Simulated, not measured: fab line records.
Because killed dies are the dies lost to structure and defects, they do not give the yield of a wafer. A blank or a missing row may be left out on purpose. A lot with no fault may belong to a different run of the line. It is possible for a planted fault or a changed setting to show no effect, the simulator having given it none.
Which tool was responsible? + flow sky130 + Sampling: 11 lots, 33 wafers, 5 of 708 route steps

## WHAT THE GAUGES SHOWED, per wafer
SKY_VT_ADJUST_PCH_OVL_MEAS_07. Usual: for VT_ADJUST_PCH_OVL the level is 0.1 nm and the standard deviation is 1.6.
| lot  | measured     | on         | VT_ADJUST_PCH_OVL (nm) | flag |
|------|--------------|------------|------------------------|------|
| L842 | day 10 18:43 | overlay-02 | -0.3 2.1 0.5           |      |
| L843 | day 11 03:15 | overlay-02 | -0.4 -0.1 -0.6         |      |
| L844 | day 11 08:05 | overlay-01 | -0.7 -1.2 -2.3         |      |
| L845 | day 11 17:44 | overlay-02 | 1.4 1.5 0.5            |      |
| L848 | day 12 19:22 | overlay-02 | 3.3 1.9 3.2            |      |
| L853 | day 14 04:47 | overlay-02 | 1.0 -0.1 1.7           |      |
| L854 | day 14 11:39 | overlay-01 | -0.2 -2.0 0.1          |      |
| L861 | day 16 22:48 | overlay-01 | -0.4 -0.7 0.8          |      |
| L862 | day 16 23:06 | overlay-01 | 0.0 -1.2 -0.7          |      |
| L863 | day 17 08:11 | overlay-01 | -2.1 -1.2 -0.6         |      |
| L864 | day 17 14:42 | overlay-01 | -1.5 0.0 -1.8          |      |

SKY_SONOS_ONO_OVL_MEAS_14. Usual: for SONOS_ONO_OVL the level is -1.6 nm and the standard deviation is 1.4.
| lot  | measured     | on         | SONOS_ONO_OVL (nm) | flag |
|------|--------------|------------|--------------------|------|
| L842 | day 12 23:55 | overlay-01 | 0.0 -0.6 -2.5      |      |
| L843 | day 13 09:44 | overlay-02 | -0.9 1.0 -1.8      |      |
| L844 | day 13 16:58 | overlay-01 | -2.5 -3.0 -2.3     |      |
| L845 | day 14 00:19 | overlay-02 | -0.5 -1.5 -0.6     |      |
| L848 | day 15 04:16 | overlay-02 | -1.5 -0.5 -0.3     |      |
| L853 | day 16 15:52 | overlay-01 | -2.6 -1.9 -3.1     |      |
| L854 | day 17 00:10 | overlay-01 | -3.9 -5.0 -3.5     |      |
| L861 | day 19 15:01 | overlay-01 | -1.3 -1.8 -0.6     |      |
| L862 | day 19 15:19 | overlay-02 | -3.1 -2.0 -1.7     |      |
| L863 | day 20 01:52 | overlay-02 | 1.9 -0.6 -2.4      |      |
| L864 | day 20 06:34 | overlay-01 | -1.9 -1.6 -1.8     |      |

SKY_GATE_OXIDE_THK_MEAS_02. Usual: for GATE_OXIDE_OXIDATION_00_THK the level is 10.26 nm and the standard deviation is 0.22.
| lot  | measured     | on            | GATE_OXIDE_OXIDATION_00_THK (nm) | flag |
|------|--------------|---------------|----------------------------------|------|
| L842 | day 13 01:48 | film metro-02 | 10.43 10.22 10.19                |      |
| L843 | day 13 11:29 | film metro-02 | 9.96 9.88 9.99                   |      |
| L844 | day 13 19:38 | film metro-02 | 10.12 10.38 10.09                |      |
| L845 | day 14 02:28 | film metro-02 | 10.66 10.55 10.54                |      |
| L848 | day 15 06:07 | film metro-01 | 10.12 10.06 10.22                |      |
| L853 | day 16 20:25 | film metro-04 | 7.19 6.90 7.11                   | OFF  |
| L854 | day 17 03:24 | film metro-02 | 7.10 7.02 7.25                   | OFF  |
| L861 | day 19 16:47 | film metro-02 | 10.21 9.95 10.19                 |      |
| L862 | day 19 18:11 | film metro-02 | 10.13 10.07 10.13                |      |
| L863 | day 20 03:42 | film metro-04 | 10.14 10.11 10.18                |      |
| L864 | day 20 09:12 | film metro-04 | 10.09 10.25 10.25                |      |

## WHICH TOOL RAN EACH LOT (tool, then ch and the chambers of the sampled wafers, then the start)
| lot  | SKY_VT_ADJUST_HVTR_STRIP_10          | SKY_GATE_OXIDE_OXIDATION_01   |
|------|--------------------------------------|-------------------------------|
| L842 | plasma asher-02 ch 1, day 9 20:19    | furnace-02 ch 0, day 13 00:23 |
| L843 | plasma asher-01 ch 0,1, day 10 04:52 | furnace-01 ch 0, day 13 10:04 |
| L844 | plasma asher-02 ch 0,1, day 10 08:25 | furnace-02 ch 0, day 13 18:13 |
| L845 | plasma asher-02 ch 0,1, day 10 18:01 | furnace-02 ch 0, day 14 01:04 |
| L848 | plasma asher-03 ch 0,1, day 11 19:28 | furnace-01 ch 0, day 15 04:41 |
| L853 | plasma asher-02 ch 0,1, day 13 02:53 | furnace-02 ch 0, day 16 19:01 |
| L854 | plasma asher-03 ch 0, day 13 09:36   | furnace-02 ch 0, day 17 01:59 |
| L861 | plasma asher-01 ch 0,1, day 15 19:07 | furnace-01 ch 0, day 19 15:22 |
| L862 | plasma asher-02 ch 0,1, day 15 19:25 | furnace-01 ch 0, day 19 16:47 |
| L863 | plasma asher-01 ch 0,1, day 16 05:00 | furnace-02 ch 0, day 20 02:17 |
| L864 | plasma asher-02 ch 0,1, day 16 10:29 | furnace-02 ch 0, day 20 07:38 |
- SKY_VT_ADJUST_HVTR_STRIP_10: strips in O2/N2.
- SKY_GATE_OXIDE_OXIDATION_01: stabilise 600 s, purge 300 s, target thk 10.268 nm.

## WHAT THE TOOLS THEMSELVES READ (means of the sampled wafers that have a number; where no wafer has one, the mark that the record gives instead)
SKY_VT_ADJUST_HVTR_STRIP_10. Usual: chamber pressure mTorr 1500.1 mTorr, standard deviation 1.2; drypump motor current A 5.9 A, standard deviation 0.47; oes product au 0.715 a.u., standard deviation 0.004; strip time to endpoint s 14.18 s, standard deviation 0.038.
| lot  | tool            | chamber pressure mTorr (mTorr) | drypump motor current A (A) | oes product au (a.u.) | strip time to endpoint s (s) | flag |
|------|-----------------|--------------------------------|-----------------------------|-----------------------|------------------------------|------|
| L842 | plasma asher-02 | 1500.1                         | 6.3                         | 0.715                 | 14.16                        |      |
| L843 | plasma asher-01 | 1499.8                         | 6.0                         | 0.717                 | 14.23                        |      |
| L844 | plasma asher-02 | 1499.1                         | 5.9                         | 0.716                 | 14.16                        |      |
| L845 | plasma asher-02 | 1501.0                         | 5.9                         | 0.715                 | 14.14                        |      |
| L848 | plasma asher-03 | 1499.9                         | 5.7                         | 0.716                 | 14.19                        |      |
| L853 | plasma asher-02 | 1500.6                         | 6.0                         | 0.713                 | 14.23                        |      |
| L854 | plasma asher-03 | 1500.3                         | 6.1                         | 0.712                 | 14.13                        |      |
| L861 | plasma asher-01 | 1499.7                         | 6.0                         | 0.713                 | 14.15                        |      |
| L862 | plasma asher-02 | 1499.1                         | 5.9                         | 0.715                 | 14.15                        |      |
| L863 | plasma asher-01 | 1499.8                         | 6.0                         | 0.711                 | 14.20                        |      |
| L864 | plasma asher-02 | 1501.1                         | 5.7                         | 0.712                 | 14.15                        |      |

SKY_GATE_OXIDE_OXIDATION_01. Usual: spike tc bottom C 918 C, standard deviation 3.1; spike tc centre C 901.9 C, standard deviation 1.1; spike tc lower C 899.8 C, standard deviation 1.5; spike tc top C 912.3 C, standard deviation 2.6; spike tc upper C 901.2 C, standard deviation 1.1; tube center temp C 900 C, standard deviation 0.084; tube_center_temp_C_max 902.3, standard deviation 0.35; zone power lower pct 19.0 %, standard deviation 0.33; zone power upper pct 17.32 %, standard deviation 0.17.
| lot  | tool       | spike tc bottom C (C) | spike tc centre C (C) | spike tc lower C (C) | spike tc top C (C) | spike tc upper C (C) | tube center temp C (C) | tube_center_temp_C_max | zone power lower pct (%) | zone power upper pct (%) | flag |
|------|------------|-----------------------|-----------------------|----------------------|--------------------|----------------------|------------------------|------------------------|--------------------------|--------------------------|------|
| L842 | furnace-02 | 921                   | 902.8                 | 901.3                | 909.7              | 902.4                | 900                    | 902.2                  | 19.1                     | 17.30                    |      |
| L843 | furnace-01 | 915                   | 901.5                 | 898.4                | 916.1              | 900.3                | 900                    | 902.3                  | 18.7                     | 17.32                    |      |
| L844 | furnace-02 | 920                   | 902.4                 | 900.2                | 911.0              | 901.9                | 900                    | 902.2                  | 19.3                     | 17.18                    |      |
| L845 | furnace-02 | 922                   | 902.2                 | 900.9                | 911.7              | 901.3                | 900                    | 902.2                  | 19.1                     | 17.28                    |      |
| L848 | furnace-01 | 915                   | 901.0                 | 898.3                | 915.0              | 901.8                | 900                    | 902.5                  | 18.7                     | 17.44                    |      |
| L853 | furnace-02 | 890                   | 870.1                 | 869.3                | 879.5              | 869.6                | 868                    | 870.6                  | 17.9                     | 16.02                    | OFF  |
| L854 | furnace-02 | 889                   | 871.6                 | 869.5                | 878.9              | 870.5                | 868                    | 870.7                  | 18.0                     | 16.01                    | OFF  |
| L861 | furnace-01 | 915                   | 902.1                 | 898.3                | 914.0              | 900.9                | 900                    | 902.3                  | 18.6                     | 17.26                    |      |
| L862 | furnace-01 | 915                   | 901.2                 | 897.4                | 915.6              | 901.3                | 900                    | 902.3                  | 18.7                     | 17.18                    |      |
| L863 | furnace-02 | 921                   | 902.1                 | 901.3                | 910.6              | 900.8                | 900                    | 902.5                  | 19.3                     | 17.29                    |      |
| L864 | furnace-02 | 920                   | 902.9                 | 900.4                | 911.1              | 901.9                | 900                    | 902.7                  | 19.3                     | 17.14                    |      |

## THE ANSWER, worked out from the rows above alone
Rule: a lot is off if the mean of its wafers that have a number lies more than 3 standard deviations from the usual mean. Also off: a lot with no number at a reading for which 4 or more lots have one. The other lots that the step has rows for count as sound. Order of review: gauges by route order, followed by the tools' own readings, for which a lot's mean as printed above is used. At the first step where some lot is off, the reading lying furthest off is the one used; lots without a number count as furthest.
Off: L853, L854, seen at SKY_GATE_OXIDE_THK_MEAS_02 (GATE_OXIDE_OXIDATION_00_THK).
A tool fits if, at a process step before that reading, it ran every lot that is off, and no sound lot after the first of them. Not tried: the gauges at SKY_GATE_OXIDE_THK_MEAS_02; whatever is off there is also off at SKY_GATE_OXIDE_OXIDATION_01, on other tools, and gauge error can't account for it. No candidate that was tried fits.

## WHAT HAD BEEN PUT IN BY THE SIMULATOR
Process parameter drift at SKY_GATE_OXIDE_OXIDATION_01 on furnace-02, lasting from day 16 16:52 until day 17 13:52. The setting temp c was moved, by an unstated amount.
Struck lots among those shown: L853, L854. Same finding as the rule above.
